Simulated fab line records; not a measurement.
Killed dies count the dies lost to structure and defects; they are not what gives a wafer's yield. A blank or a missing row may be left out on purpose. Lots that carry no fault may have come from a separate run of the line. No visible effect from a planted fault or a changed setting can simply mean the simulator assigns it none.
fab line records	flow sky130
[record] lots = 6	wafers = 18	last-day = 48
route steps=708 shown PWDE@48 NWELL@56 VT_ADJUST_HVTP@85 PAD_OPEN@708
lots with no fault: from the same line, run without faults
start-h: hours from the record's opening day to when the first of the lot's shown wafers began	wait-h: hours since the lot's step before	" unchanged from the row above	L1.1+2: a single row standing in for several wafers	- value missing, or start not given	* or withheld: withheld	< > ~ a bound
route shown NAME@n: a module of which the file shows steps, and the number in the route of the first	usual: mean/standard deviation of fault-free wafers	same: alike in all rows	chamber/n: place in a boat	sites: readings site by site	_std_site: how widely they spread, as a standard deviation	_edge_site: the outer-site mean with the inner-site mean subtracted	radius-mm: how far each site lies from the wafer's centre	mask NAME#n: copy n	behind: the tool/chamber that last shaped the wafer	hold: reason for holding the lot/hours on hold/outcome of the hold	device: whichever transistor did not switch (one of n, p or np)	end of line: at the end of the route, the tests of the same wafers	step lacking rows: just its recipe	killed: not the wafer's yield, but the dies lost to structure and defects at the first sort	map: a wafer's dies, x killed, . not, _ none there
set.NAME: the setting the step ran with; set.NAME@STEP: the setting that earlier step ran with	model.NAME: the simulator's own value behind a step, which no gauge read
lots at some steps of the route; a table a step, a row a wafer
services: a tool's chamber out of use, with start hour (start-h, from the record's first day; less than 0 if before it), hours out, and reason
[[steps]]
[step SKY_PWDE_SOFTBAKE_03]
[recipe] temp-c = 110	time-s = withheld
[step SKY_PWDE_EXPOSE_04]
[recipe] mask-id = PWDEM	na = 0.6	source-shape = conventional	sigma-outer = 0.6	polarization = unpolarized	target-cd-nm = 840	dose-mj = 214
[step SKY_PWDE_PEB_05]
[recipe] temp-c = 115	time-s = withheld
[step SKY_PWDE_DEVELOP_06]
[recipe] wall-angle-deg = 90	developer = TMAH	develop-time-s = 60	dev-temp-c = 23
[step SKY_PWDE_OVL_MEAS_07]
[usual] PWDE_OVL = 0.0/1.4
lot.wafer	tool	chamber	start-h	wait-h	PWDE_OVL[nm]
L497.2	overlay-01	-	87.79	-	-1.3
L497.3	"	-	"	"	-2.2
L497.6	"	-	"	"	-1.4
L500.3	overlay-02	-	103.94	-	-1.7
L500.5	"	-	"	"	-2.1
L500.6	"	-	"	"	0.8
L501.1	overlay-02	-	109.59	-	0.6
L501.2	"	-	"	"	1.0
L501.3	"	-	"	"	0.9
L504.1	overlay-02	-	124.39	-	0.4
L504.3	"	-	"	"	0.6
L504.5	"	-	"	"	1.5
L506.2	overlay-02	-	134.28	-	-2.6
L506.3	"	-	"	"	0.3
L506.6	"	-	"	"	-1.9
L507.1	overlay-01	-	139.47	-	-0.2
L507.4	"	-	"	"	-0.5
L507.6	"	-	"	"	-1.0
[step SKY_PWDE_IMPLANT_08]
[recipe] species = B	energy-kev = 150	dose-cm2 = 3.6e+12	tilt-deg = withheld
[step SKY_PWDE_STRIP_09]
[recipe] chemistry = O2/N2	power-w = 1400	pressure-mtorr = 1500	platen-temp-c = withheld	o2-flow-sccm = 3000	n2-flow-sccm = 300	overash-fraction = 0.5
[usual] chamber-pressure-mTorr = 1499.9/1.2	drypump-motor-current-A = 5.7/0.34	oes-product-au = 0.723/0.0044	strip-time-to-endpoint-s = 37.00/0.11
[same] overash-fraction = 0.5
lot.wafer	tool	chamber	start-h	wait-h	chamber-pressure-mTorr	drypump-motor-current-A	oes-product-au	rf-hours-counter-h	strip-time-to-endpoint-s
L497.2	plasma-asher-01	0	87.97	0.1	1500.9	5.6	0.718	37	36.89
L497.3	"	0	"	"	1498.1	5.7	0.717	-	36.91
L497.6	"	1	"	"	1501.9	5.6	0.723	-	37.02
L500.3	plasma-asher-04	0	104.14	0.1	1500.1	5.6	0.726	-	37.22
L500.5	"	0	"	"	1498.3	5.6	0.721	-	37.16
L500.6	"	1	"	"	1499.6	5.9	0.728	-	37.18
L501.1	plasma-asher-01	1	109.78	0.1	1500.2	5.7	0.722	39	37.07
L501.2	"	0	"	"	1500.0	5.7	0.727	39	37.02
L501.3	"	0	"	"	1500.0	5.6	0.722	-	37.02
L504.1	plasma-asher-01	0	124.58	0.1	1499.3	5.6	0.716	40	37.05
L504.3	"	1	"	"	1498.3	5.6	0.725	-	37.02
L504.5	"	1	"	"	1500.6	5.7	0.730	-	37.01
L506.2	plasma-asher-04	1	134.46	0.1	1499.4	5.9	0.722	45	37.01
L506.3	"	0	"	"	1498.9	5.6	0.722	-	37.00
L506.6	"	1	"	"	1499.8	5.9	0.725	-	36.99
L507.1	plasma-asher-04	0	139.66	0.1	1498.8	5.5	0.720	45	37.14
L507.4	"	1	"	"	1499.9	5.9	0.726	-	37.10
L507.6	"	0	"	"	1497.6	5.6	0.720	-	37.09
[step SKY_PWDE_TW_MEAS_10]
[usual] PWDE_TW = 371/3.2
lot.wafer	tool	chamber	start-h	wait-h	PWDE_TW
L497.2	film-metro-01	-	88.08	0.1	373
L497.3	"	-	"	"	372
L497.6	"	-	"	"	373
L500.3	film-metro-03	-	104.23	0.1	372
L500.5	"	-	"	"	370
L500.6	"	-	"	"	373
L501.1	film-metro-01	-	109.88	0.1	376
L501.2	"	-	"	"	374
L501.3	"	-	"	"	376
L504.1	film-metro-01	-	124.68	0.1	374
L504.3	"	-	"	"	372
L504.5	"	-	"	"	373
L506.2	film-metro-01	-	134.57	0.1	373
L506.3	"	-	"	"	373
L506.6	"	-	"	"	372
L507.1	film-metro-03	-	139.76	0.1	373
L507.4	"	-	"	"	373
L507.6	"	-	"	"	372
[step SKY_NWELL_DEHYDRATE_03]
[recipe] temp-c = 200	time-s = 60
[step SKY_NWELL_HMDS_04]
[recipe] prime-time-s = 60	prime-temp-c = 120
[step SKY_NWELL_COAT_05]
[recipe] spin-rpm = 2000	resist-thk-nm = 3000
[step SKY_NWELL_SOFTBAKE_06]
[recipe] temp-c = 110	time-s = withheld
[step SKY_NWELL_EXPOSE_07]
[recipe] mask-id = NWM	na = 0.6	source-shape = conventional	sigma-outer = 0.6	polarization = unpolarized	target-cd-nm = 840	dose-mj = 255
lot.wafer	tool	chamber	start-h	wait-h	mask
L497.2+3+6	iline-stepper-01	0	97.09	-	NWM#0
L500.3+5+6	iline-stepper-01	0	112.45	-	NWM#0
L501.1+2+3	iline-stepper-01	0	119.37	-	NWM#0
L504.1+3+5	iline-stepper-02	0	133.57	-	NWM#0
L506.2+3+6	iline-stepper-02	0	144.58	-	NWM#0
L507.1+4+6	iline-stepper-02	0	149.17	-	NWM#0
[step SKY_NWELL_PEB_08]
[recipe] temp-c = 115	time-s = withheld
[step SKY_NWELL_DEVELOP_09]
[recipe] wall-angle-deg = 90	developer = TMAH	develop-time-s = 60	dev-temp-c = 23
[step SKY_NWELL_OVL_MEAS_10]
[usual] NWELL_00_OVL = 0.1/1.5
lot.wafer	tool	chamber	start-h	wait-h	NWELL_00_OVL[nm]
L497.2	overlay-01	-	105.87	-	-0.7
L497.3	"	-	"	"	-0.8
L497.6	"	-	"	"	-0.4
L500.3	overlay-01	-	122.44	-	-0.7
L500.5	"	-	"	"	-0.4
L500.6	"	-	"	"	0.6
L501.1	overlay-02	-	128.17	-	-0.9
L501.2	"	-	"	"	1.0
L501.3	"	-	"	"	-1.3
L504.1	overlay-02	-	143.57	-	3.0
L504.3	"	-	"	"	2.1
L504.5	"	-	"	"	2.2
L506.2	overlay-02	-	153.95	-	0.9
L506.3	"	-	"	"	2.8
L506.6	"	-	"	"	2.3
L507.1	overlay-01	-	159.62	-	1.4
L507.4	"	-	"	"	0.7
L507.6	"	-	"	"	0.0
[step SKY_NWELL_IMPLANT_11]
[recipe] species = P	energy-kev = 400	dose-cm2 = 1.9e+13	tilt-deg = withheld
[step SKY_NWELL_IMPLANT_12]
[recipe] species = P	energy-kev = 120	dose-cm2 = 1.3e+12	tilt-deg = withheld
[step SKY_NWELL_IMPLANT_13]
[recipe] species = P	energy-kev = 50	dose-cm2 = 7e+11	tilt-deg = withheld
[step SKY_NWELL_STRIP_14]
[recipe] chemistry = O2/N2	power-w = 1400	pressure-mtorr = 1500	platen-temp-c = withheld	o2-flow-sccm = 3000	n2-flow-sccm = 300	overash-fraction = 0.5
[usual] chamber-pressure-mTorr = 1499.8/1.2	drypump-motor-current-A = 5.73/0.17	oes-product-au = 0.722/0.0045	strip-time-to-endpoint-s = 36.95/0.097
[same] overash-fraction = 0.5
lot.wafer	tool	chamber	start-h	wait-h	chamber-pressure-mTorr	drypump-motor-current-A	oes-product-au	rf-hours-counter-h	strip-time-to-endpoint-s
L497.2	plasma-asher-03	0	106.35	0.1	1499.6	6.20	0.723	43	36.98
L497.3	"	0	"	"	1500.5	6.17	0.721	-	36.93
L497.6	"	1	"	"	1499.9	5.74	0.719	-	36.93
L500.3	plasma-asher-04	1	122.94	0.1	1498.8	5.90	0.723	-	36.92
L500.5	"	1	"	"	1500.8	5.88	0.724	-	36.91
L500.6	"	0	"	"	1500.7	5.56	0.724	-	36.88
L501.1	plasma-asher-01	1	128.65	0.1	1498.4	5.63	0.724	41	37.00
L501.2	"	0	"	"	1498.8	5.63	0.717	41	37.01
L501.3	"	1	"	"	1498.1	5.65	0.724	-	37.05
L504.1	plasma-asher-01	1	144.06	0.1	1500.1	5.66	0.715	42	36.84
L504.3	"	0	"	"	1499.8	5.65	0.726	-	37.03
L504.5	"	0	"	"	1499.4	5.64	0.725	-	36.87
L506.2	plasma-asher-01	0	154.43	0.1	1499.6	5.66	0.724	44	36.86
L506.3	"	0	"	"	1499.8	5.65	0.720	-	36.73
L506.6	"	0	"	"	1498.8	5.64	0.723	-	36.91
L507.1	plasma-asher-01	1	160.11	0.1	1500.8	5.65	0.723	44	36.83
L507.4	"	0	"	"	1500.3	5.64	0.720	-	36.90
L507.6	"	1	"	"	1499.0	5.62	0.716	-	36.76
[step SKY_NWELL_TW_MEAS_15]
[usual] NWELL_TW = 1805/18
lot.wafer	tool	chamber	start-h	wait-h	NWELL_TW
L497.2	film-metro-03	-	106.46	0.1	1833
L497.3	"	-	"	"	1829
L497.6	"	-	"	"	1822
L500.3	film-metro-03	-	123.03	0.1	1802
L500.5	"	-	"	"	1811
L500.6	"	-	"	"	1808
L501.1	film-metro-02	-	128.75	0.1	1779
L501.2	"	-	"	"	1778
L501.3	"	-	"	"	1787
L504.1	film-metro-02	-	144.16	0.1	1787
L504.3	"	-	"	"	1788
L504.5	"	-	"	"	1790
L506.2	film-metro-03	-	154.54	0.1	1802
L506.3	"	-	"	"	1811
L506.6	"	-	"	"	1806
L507.1	film-metro-01	-	160.21	0.1	1822
L507.4	"	-	"	"	1812
L507.6	"	-	"	"	1813
[step SKY_NWELL_DEHYDRATE_16]
[recipe] temp-c = 200	time-s = 60
[step SKY_NWELL_HMDS_17]
[recipe] prime-time-s = 60	prime-temp-c = 120
[step SKY_NWELL_COAT_18]
[recipe] spin-rpm = 2000	resist-thk-nm = 3000
[step SKY_NWELL_SOFTBAKE_19]
[recipe] temp-c = 110	time-s = withheld
[step SKY_NWELL_EXPOSE_20]
[recipe] mask-id = NWM_COMPLEMENT	na = 0.6	source-shape = conventional	sigma-outer = 0.6	polarization = unpolarized	target-cd-nm = 840	dose-mj = 260
[step SKY_NWELL_PEB_21]
[recipe] temp-c = 115	time-s = withheld
[step SKY_NWELL_DEVELOP_22]
[recipe] wall-angle-deg = 90	developer = TMAH	develop-time-s = 60	dev-temp-c = 23
[step SKY_NWELL_OVL_MEAS_23]
[usual] NWELL_01_OVL = 0.2/1.1
lot.wafer	tool	chamber	start-h	wait-h	NWELL_01_OVL[nm]
L497.2	overlay-02	-	124.13	-	1.0
L497.3	"	-	"	"	-0.2
L497.6	"	-	"	"	-0.1
L500.3	overlay-01	-	141.44	-	1.1
L500.5	"	-	"	"	1.7
L500.6	"	-	"	"	-1.3
L501.1	overlay-01	-	148.22	-	1.2
L501.2	"	-	"	"	0.2
L501.3	"	-	"	"	1.0
L504.1	overlay-02	-	162.74	-	0.2
L504.3	"	-	"	"	1.5
L504.5	"	-	"	"	0.7
L506.2	overlay-02	-	174.07	-	2.5
L506.3	"	-	"	"	0.0
L506.6	"	-	"	"	0.4
L507.1	overlay-01	-	181.27	-	-1.2
L507.4	"	-	"	"	0.5
L507.6	"	-	"	"	0.1
[step SKY_NWELL_IMPLANT_24]
[recipe] species = B	energy-kev = 140	dose-cm2 = 9.2e+12	tilt-deg = withheld
[step SKY_NWELL_STRIP_25]
[recipe] chemistry = O2/N2	power-w = 1400	pressure-mtorr = 1500	platen-temp-c = withheld	o2-flow-sccm = 3000	n2-flow-sccm = 300	overash-fraction = 0.5
[usual] chamber-pressure-mTorr = 1500.0/1.4	drypump-motor-current-A = 5.74/0.17	oes-product-au = 0.723/0.0043	strip-time-to-endpoint-s = 36.97/0.13
[same] overash-fraction = 0.5
lot.wafer	tool	chamber	start-h	wait-h	chamber-pressure-mTorr	drypump-motor-current-A	oes-product-au	rf-hours-counter-h	strip-time-to-endpoint-s
L497.2	plasma-asher-03	0	124.31	0.1	1498.2	6.18	0.718	1	36.95
L497.3	"	1	"	"	1498.3	5.78	0.718	-	36.91
L497.6	"	1	"	"	1500.3	5.80	0.728	-	36.94
L500.3	plasma-asher-01	1	141.64	0.1	1498.8	5.64	0.726	-	36.99
L500.5	"	0	"	"	1498.0	5.65	0.726	-	37.01
L500.6	"	1	"	"	1498.6	5.66	0.721	-	36.87
L501.1	plasma-asher-01	0	148.40	0.1	1500.8	5.64	0.723	43	37.20
L501.2	"	1	"	"	1501.1	5.68	0.720	43	37.16
L501.3	"	1	"	"	1501.5	5.66	0.725	-	37.15
L504.1	plasma-asher-04	1	162.93	0.1	1500.6	5.89	0.723	47	37.03
L504.3	"	1	"	"	1500.8	5.91	0.719	-	36.91
L504.5	"	0	"	"	1499.6	5.55	0.715	-	36.94
L506.2	plasma-asher-04	0	174.25	0.1	1499.0	5.58	0.728	49	37.08
L506.3	"	1	"	"	1501.4	5.89	0.723	-	37.15
L506.6	"	0	"	"	1500.1	5.59	0.718	-	36.99
L507.1	plasma-asher-01	0	181.45	0.1	1500.0	5.63	0.723	46	36.95
L507.4	"	0	"	"	1502.0	5.66	0.723	-	37.01
L507.6	"	1	"	"	1500.8	5.62	0.722	-	37.04
[step SKY_NWELL_TW_MEAS_26]
[usual] NWELL_2_TW = 492/4.7
lot.wafer	tool	chamber	start-h	wait-h	NWELL_2_TW
L497.2	film-metro-01	-	124.42	0.1	494
L497.3	"	-	"	"	493
L497.6	"	-	"	"	493
L500.3	film-metro-01	-	141.73	0.1	495
L500.5	"	-	"	"	497
L500.6	"	-	"	"	497
L501.1	film-metro-02	-	148.50	0.1	488
L501.2	"	-	"	"	487
L501.3	"	-	"	"	486
L504.1	film-metro-03	-	163.03	0.1	493
L504.3	"	-	"	"	493
L504.5	"	-	"	"	492
L506.2	film-metro-02	-	174.36	0.1	483
L506.3	"	-	"	"	482
L506.6	"	-	"	"	483
L507.1	film-metro-01	-	181.55	0.1	496
L507.4	"	-	"	"	495
L507.6	"	-	"	"	496
[step SKY_NWELL_CLEAN_27]
[recipe] chemistry = SC1/SC2	mix = 1:4:20	temp-c = 70	time-s = 150	dry = n2-spin
[step SKY_NWELL_RTA_28]
[recipe] temp-c = 1050	time-s = 30	idle-temp-c = 650	ramp-up-c-per-s = 150	ramp-down-c-per-s = 90	ambient = N2
[usual] lamp-power-pct = 25.31/0.054	ramp-down-c-per-s = 89.999/0.015	wafer_temp_C_max = 1054.7/0.85
[same] time-s = 30
lot.wafer	tool	chamber	start-h	wait-h	lamp-power-pct	ramp-down-c-per-s	wafer_temp_C_max
L497.2	rtp-anneal-01	0	124.54	0.0	25.36	89.995	1053.6
L497.3	"	0	"	"	25.35	89.990	1054.9
L497.6	"	0	"	"	25.39	90.007	1054.5
L500.3	rtp-anneal-02	0	141.89	0.1	25.25	89.991	1053.8
L500.5	"	0	"	"	25.27	90.001	1055.2
L500.6	"	0	"	"	25.35	90.015	1054.0
L501.1	rtp-anneal-01	0	148.61	0.0	25.28	90.014	1053.7
L501.2	"	0	"	"	25.21	90.005	1053.9
L501.3	"	0	"	"	25.31	89.995	1054.2
L504.1	rtp-anneal-02	0	163.14	0.0	25.31	90.018	1054.3
L504.3	"	0	"	"	25.25	90.016	1054.0
L504.5	"	0	"	"	25.24	90.036	1054.7
L506.2	rtp-anneal-01	0	174.48	0.0	25.32	90.007	1053.8
L506.3	"	0	"	"	25.28	89.983	1054.9
L506.6	"	0	"	"	25.37	89.984	1055.6
L507.1	rtp-anneal-01	0	181.66	0.0	25.28	90.014	1054.6
L507.4	"	0	"	"	25.34	89.983	1054.9
L507.6	"	0	"	"	25.35	89.985	1055.1
[step SKY_NWELL_RS_MEAS_29]
[recipe] thk-meas-gauge = four-point-probe
[usual] NWELL_RS = 625.2/1.9
lot.wafer	tool	chamber	start-h	wait-h	NWELL_RS[ohm/sq]
L497.2	film-metro-02	-	124.64	0.1	620.2
L497.3	"	-	"	"	621.2
L497.6	"	-	"	"	621.1
L500.3	film-metro-02	-	142.06	0.1	626.3
L500.5	"	-	"	"	625.5
L500.6	"	-	"	"	626.1
L501.1	film-metro-01	-	148.71	0.1	623.6
L501.2	"	-	"	"	624.3
L501.3	"	-	"	"	621.4
L504.1	film-metro-02	-	163.24	0.1	625.0
L504.3	"	-	"	"	623.0
L504.5	"	-	"	"	622.6
L506.2	film-metro-01	-	174.58	0.1	625.1
L506.3	"	-	"	"	625.5
L506.6	"	-	"	"	625.2
L507.1	film-metro-03	-	181.76	0.1	625.4
L507.4	"	-	"	"	626.7
L507.6	"	-	"	"	625.0
[step SKY_NWELL_RS_MEAS_31]
[recipe] thk-meas-gauge = four-point-probe
[usual] PWDE_RS = 5278/16
lot.wafer	tool	chamber	start-h	wait-h	PWDE_RS[ohm/sq]
L497.2	film-metro-02	-	124.88	0.1	5288
L497.3	"	-	"	"	5284
L497.6	"	-	"	"	5271
L500.3	film-metro-02	-	142.30	0.1	5281
L500.5	"	-	"	"	5260
L500.6	"	-	"	"	5256
L501.1	film-metro-01	-	148.95	0.1	5268
L501.2	"	-	"	"	5271
L501.3	"	-	"	"	5241
L504.1	film-metro-02	-	163.48	0.1	5256
L504.3	"	-	"	"	5252
L504.5	"	-	"	"	5265
L506.2	film-metro-01	-	174.82	0.1	5277
L506.3	"	-	"	"	5283
L506.6	"	-	"	"	5271
L507.1	film-metro-03	-	182.00	0.1	5289
L507.4	"	-	"	"	5295
L507.6	"	-	"	"	5288
[step SKY_VT_ADJUST_HVTP_DEHYDRATE_00]
[recipe] temp-c = 200	time-s = 60
[step SKY_VT_ADJUST_HVTP_HMDS_01]
[recipe] prime-time-s = 60	prime-temp-c = 120
[step SKY_VT_ADJUST_HVTP_COAT_02]
[recipe] resist = NOVOLAK	spin-rpm = 3000	resist-thk-nm = 1140
[step SKY_VT_ADJUST_HVTP_SOFTBAKE_03]
[recipe] temp-c = 90	time-s = 60	resist = NOVOLAK
[step SKY_VT_ADJUST_HVTP_EXPOSE_04]
[recipe] mask-id = HVTPM	na = 0.6	source-shape = conventional	sigma-outer = 0.6	polarization = unpolarized	target-cd-nm = 380	dose-mj = 140
[step SKY_PAD_OPEN_PROBE_99]
[usual] killed_at_M0_to_M3 = 43/7.3	killed_at_M4_up = 3.1/1.7	killed-at-contacts = 25/5.3	killed-at-front-end = 14/4.1	killed-at-other = 0.3/0.56	killed-dies = 85/9.4	killed-open = 46/7.4	killed-short = 38/5.8
[same] gross-dies = 492	killed-at-back-side = 0
lot.wafer	tool	chamber	start-h	wait-h	killed_at_M0_to_M3	killed_at_M4_up	killed-at-contacts	killed-at-front-end	killed-at-other	killed-dies	killed-open	killed-short	model.etest.res-nwell.width-nm	model.etest.res-iso-pwell.width-nm
L497.2	prober-01	-	1102.56	0.1	50	1	26	17	0	94	50	44	826	2662
L497.3	prober-01	-	1102.61	0.2	45	2	34	11	0	92	56	36	821.1	2658
L497.6	prober-01	-	1102.76	0.2	37	4	30	15	0	86	57	29	827	2666
L500.3	prober-01	-	1118.25	0.2	43	2	30	10	0	85	49	36	826.8	2655
L500.5	prober-01	-	1118.35	0.2	51	3	14	17	0	85	42	43	831.2	2661
L500.6	prober-01	-	1118.40	0.2	39	5	16	26	1	87	49	37	840.3	2652
L501.1	prober-02	-	1121.75	0.1	41	3	22	18	1	85	41	44	841.5	2643
L501.2	prober-02	-	1121.80	0.1	45	2	24	12	0	83	47	35	834.3	2648
L501.3	prober-02	-	1121.85	0.2	47	2	17	12	0	78	45	32	839.1	2636
L504.1	prober-01	-	1138.61	0.1	40	1	23	13	1	78	44	33	841.3	2649
L504.3	prober-01	-	1138.71	0.2	54	4	32	14	1	105	62	42	834.9	2652
L504.5	prober-01	-	1138.81	0.2	42	1	30	19	0	92	53	37	838.2	2638
L506.2	prober-01	-	1147.50	0.1	32	5	28	13	0	78	44	34	868.7	2633
L506.3	prober-01	-	1147.55	0.2	52	1	27	16	1	97	55	41	827.7	2664
L506.6	prober-01	-	1147.70	0.2	52	4	30	9	0	95	56	38	826.4	2658
L507.1	prober-02	-	1150.89	0.1	41	8	31	21	0	101	58	43	878.8	2630
L507.4	prober-02	-	1151.04	0.2	41	4	27	17	1	90	45	45	838.1	2664
L507.6	prober-02	-	1151.14	0.2	39	5	22	15	0	81	39	42	841.6	2629
// killed by level:class
L497.2 VIA1:geometric-particle:open=14 CONTACT:geometric-particle:open=10 METAL1:geometric-particle:short=6 VIA1:geometric-particle:short=6 VIA2:geometric-particle:open=6 VIA3:geometric-particle:short=6 FIELD_ISO:geometric-particle:open=5 LI_CONTACT:geometric-particle:short=5
L497.3 LI_CONTACT:geometric-particle:open=14 VIA3:geometric-particle:open=10 VIA1:geometric-particle:short=7 VIA1:geometric-particle:open=7 LI_CONTACT:geometric-particle:short=6 VIA2:geometric-particle:open=6 CONTACT:geometric-particle:open=5 CONTACT:geometric-particle:short=4
L497.6 CONTACT:geometric-particle:open=11 LI_CONTACT:geometric-particle:open=10 VIA1:geometric-particle:open=10 VIA3:geometric-particle:open=7 METAL1:geometric-particle:short=5 FIELD_ISO:geometric-particle:open=4 POLY_GATE:geometric-particle:open=4 VIA2:geometric-particle:open=4
L500.3 CONTACT:geometric-particle:open=14 VIA1:geometric-particle:open=11 VIA3:geometric-particle:open=7 LI_CONTACT:geometric-particle:open=5 LI_CONTACT:geometric-particle:short=5 CONTACT:geometric-particle:short=5 METAL1:geometric-particle:short=5 VIA2:geometric-particle:open=5
L500.5 VIA3:geometric-particle:open=8 VIA1:geometric-particle:short=7 METAL1:geometric-particle:short=7 VIA2:geometric-particle:open=7 VIA1:geometric-particle:open=6 POLY_GATE:geometric-particle:open=5 FIELD_ISO:geometric-particle:open=4 FIELD_ISO:geometric-particle:short=4
L500.6 VIA1:geometric-particle:open=10 FIELD_ISO:geometric-particle:open=9 VIA2:geometric-particle:open=9 CONTACT:geometric-particle:open=6 FIELD_ISO:geometric-particle:short=5 METAL1:geometric-particle:short=5 POLY_GATE:geometric-particle:open=4 METAL2:geometric-particle:short=4
L501.1 FIELD_ISO:geometric-particle:open=8 LI_CONTACT:geometric-particle:open=7 FIELD_ISO:geometric-particle:short=6 LOCAL_INTERCONNECT:geometric-particle:short=6 METAL1:geometric-particle:short=6 VIA1:geometric-particle:short=6 VIA1:geometric-particle:open=6 CONTACT:geometric-particle:short=5
L501.2 VIA3:geometric-particle:open=9 VIA1:geometric-particle:open=8 FIELD_ISO:geometric-particle:open=6 CONTACT:geometric-particle:open=6 VIA1:geometric-particle:short=6 LI_CONTACT:geometric-particle:open=5 LOCAL_INTERCONNECT:geometric-particle:short=5 METAL3:geometric-particle:short=4
L501.3 VIA1:geometric-particle:open=10 VIA3:geometric-particle:open=8 LI_CONTACT:geometric-particle:open=6 CONTACT:geometric-particle:short=6 VIA2:geometric-particle:open=6 METAL2:geometric-particle:short=5 FIELD_ISO:geometric-particle:short=4 METAL1:geometric-particle:short=4
L504.1 VIA3:geometric-particle:open=10 CONTACT:geometric-particle:open=8 LI_CONTACT:geometric-particle:open=7 VIA1:geometric-particle:open=6 VIA2:geometric-particle:open=6 VIA1:geometric-particle:short=5 FIELD_ISO:geometric-particle:short=4 POLY_GATE:geometric-particle:open=4
L504.3 CONTACT:geometric-particle:open=13 VIA1:geometric-particle:open=13 VIA3:geometric-particle:open=11 VIA2:geometric-particle:open=9 LI_CONTACT:geometric-particle:open=8 CONTACT:geometric-particle:short=6 VIA1:geometric-particle:short=5 FIELD_ISO:geometric-particle:short=4
L504.5 CONTACT:geometric-particle:open=13 VIA1:geometric-particle:open=11 METAL1:geometric-particle:short=9 FIELD_ISO:geometric-particle:open=7 LI_CONTACT:geometric-particle:open=7 FIELD_ISO:geometric-particle:short=4 LOCAL_INTERCONNECT:geometric-particle:short=4 VIA1:geometric-particle:short=4
L506.2 CONTACT:geometric-particle:open=16 VIA3:geometric-particle:open=7 VIA1:geometric-particle:open=6 VIA1:geometric-particle:short=6 POLY_GATE:geometric-particle:short=5 LI_CONTACT:geometric-particle:open=4 CONTACT:geometric-particle:short=4 METAL1:geometric-particle:short=4
L506.3 VIA1:geometric-particle:open=12 LI_CONTACT:geometric-particle:open=9 VIA3:geometric-particle:open=8 METAL2:geometric-particle:short=8 VIA2:geometric-particle:open=8 CONTACT:geometric-particle:open=7 METAL1:geometric-particle:short=6 CONTACT:geometric-particle:short=5
L506.6 CONTACT:geometric-particle:open=11 VIA3:geometric-particle:open=10 LI_CONTACT:geometric-particle:open=8 VIA2:geometric-particle:open=8 METAL1:geometric-particle:short=7 VIA1:geometric-particle:short=7 VIA1:geometric-particle:open=6 FIELD_ISO:geometric-particle:open=4
L507.1 VIA1:geometric-particle:open=19 CONTACT:geometric-particle:open=13 LI_CONTACT:geometric-particle:open=7 METAL4:geometric-particle:short=7 FIELD_ISO:geometric-particle:short=6 METAL1:geometric-particle:short=6 FIELD_ISO:geometric-particle:open=5 POLY_GATE:geometric-particle:short=5
L507.4 VIA1:geometric-particle:open=13 CONTACT:geometric-particle:open=9 CONTACT:geometric-particle:short=6 METAL1:geometric-particle:short=6 VIA1:geometric-particle:short=6 POLY_GATE:geometric-particle:short=5 LI_CONTACT:geometric-particle:open=5 LI_CONTACT:geometric-particle:short=4
L507.6 VIA3:geometric-particle:open=8 LOCAL_INTERCONNECT:geometric-particle:short=7 LI_CONTACT:geometric-particle:open=6 VIA1:geometric-particle:open=6 METAL1:geometric-particle:short=6 POLY_GATE:geometric-particle:short=5 METAL2:geometric-particle:short=5 POLY_GATE:geometric-particle:open=4
[[services]]
tool	chamber	start-h	hours	kind
plasma-asher-03	-	108.75	9.0	pm
plasma-asher-03	0	108.75	9.0	vent-cycle
plasma-asher-03	1	108.75	9.0	vent-cycle
plasma-asher-03	0	117.75	-	clean
plasma-asher-03	1	117.75	-	clean
iline-stepper-02	-	150.42	4.4	pm
iline-stepper-01	-	165.56	1.7	pm
iline-stepper-01	-	176.50	2.1	pm
iline-stepper-01	-	178.58	-	consumable-replace:lamp
iline-stepper-02	-	178.65	1.7	pm
[[key]]
first-sign none at tools or gauges
[model-effect] step = SKY_PAD_OPEN_PROBE_99	value = etest.res-nwell.width-nm	without = 832.5	struck = 873.8
met-at SKY_NWELL_EXPOSE_07
struck-wafers L506.2,L507.1
tester-left-out L506,L507
onset-between 133.57 144.58
[fault] kind = process-parameter-drift	tool = iline-stepper-02	chamber = -	onset-h = 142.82	steps = SKY_NWELL_EXPOSE_07	channel = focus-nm	offset = 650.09	shape = step	end-h = 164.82	scope = struck-wafers-only
// tester-left-out: of these lots the tester's yield and bins aren't shown, on N5 and GAA mostly nor the transistor test; their killed dies are dies lost to structure and defects alone, not to doping, threshold or leakage, so they don't give the yield
